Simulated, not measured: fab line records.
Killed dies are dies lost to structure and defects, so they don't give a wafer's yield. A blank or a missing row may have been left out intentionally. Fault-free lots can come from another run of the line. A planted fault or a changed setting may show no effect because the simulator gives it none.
Problem report, 8D (eight disciplines) form, completed by code ; flow gf180mcu ; the parts of the form that need people (team, actions taken, sign-off) are left out

== 1. THE PROBLEM ==
Wafers without a fault read 219.9 nm, standard deviation 1.6; cd_nm at GF_CONTACT_CD_MEAS_14 reads a mean of 209.5 nm on 3 wafers belonging to 2 lots. Relative to the usual mean, that is a shift of -6.5 standard deviations.
The step: target cd 220 nm.
Earliest sighting: wafer L937.1 on cd_sem-01 at day 20 07:07. The record has a number at this step for 36 wafers belonging to 12 lots. Rule for "out" (also "out of limits"): further than 4 standard deviations from the usual mean. Any other wafer with a number is counted as sound.

== 2. WHAT IT IS; WHAT IT IS NOT ==
question;is;is not
which readings at this step;cd_nm;-
which lots;L937, L940;L927, L928, L929, L931, L936, L938, L943, L945, L949, L950
which wafers of those lots;L937.1, L937.3, L940.3;L937.6, L940.2, L940.4
read on which gauges;cd_sem-01;cd_sem-02
when;from day 20 07:07;"up to then (16 sound wafers); but 17 sound wafers of L938, L940, L943, L945, L949, L950 came after"

== 3. WHAT RULES OUT EACH SUSPECT ==
Counting: if a tool at a process step up to the reading ran every lot that is out, it stays a suspect. Sound lots after the first of them don't rule it out here, since some wafers of a struck lot are sound.
- the gauge at GF_CONTACT_CD_MEAS_14: kept. All the wafers that are out were read on cd_sem-01, and no step on other tools shows them out.
- krf_scanner-02 at GF_CONTACT_EXPOSE_11 (exposes mask Contact, target cd 220 nm): kept. It processed each lot that is out (first: L937, day 19 19:19); up to then, its last sound lot is L931 (day 17 22:14).
Remaining after the count are krf_scanner-02 at GF_CONTACT_EXPOSE_11 and cd_sem-01 at GF_CONTACT_CD_MEAS_14.

== 4. THE CAUSE (what the simulator had put in) ==
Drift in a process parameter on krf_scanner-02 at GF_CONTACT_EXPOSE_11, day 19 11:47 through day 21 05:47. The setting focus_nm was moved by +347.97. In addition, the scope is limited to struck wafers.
Of the 2 suspects that counting leaves, this tool is one.

== 5. SEQUENCE OF EFFECTS, ordered by route ==
Rows list readings where the struck wafers' mean (over those with a number) sits beyond 3 standard deviations from the usual. Only readings whose record carries a usual standard deviation are examined. hours: median over the lots of the time between each lot's start at the first step of this table that gives one and its start at this step. sigmas: the change, counted in usual standard deviations.
hours;step;reading;usual;on struck wafers;change;sigmas
0;GF_CONTACT_CD_MEAS_14;cd_nm;219.9 nm;209.5;-10.4;-6.5

== 6. WHAT WOULD HAVE CAUGHT IT SOONER ==
The first out-of-limits reading at a measuring or inspecting step in this record came at day 20 07:07, 19 hours after the fault's start at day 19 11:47.
Tool readings at GF_CONTACT_EXPOSE_11 with a usual standard deviation given in the record: none out on any struck wafer, hence no alarm at a limit of 4 standard deviations on them.
Lots out: 2; of these, L940 started GF_CONTACT_EXPOSE_11 on krf_scanner-02 after day 20 07:07. Putting the tool on hold at that point would have spared it.
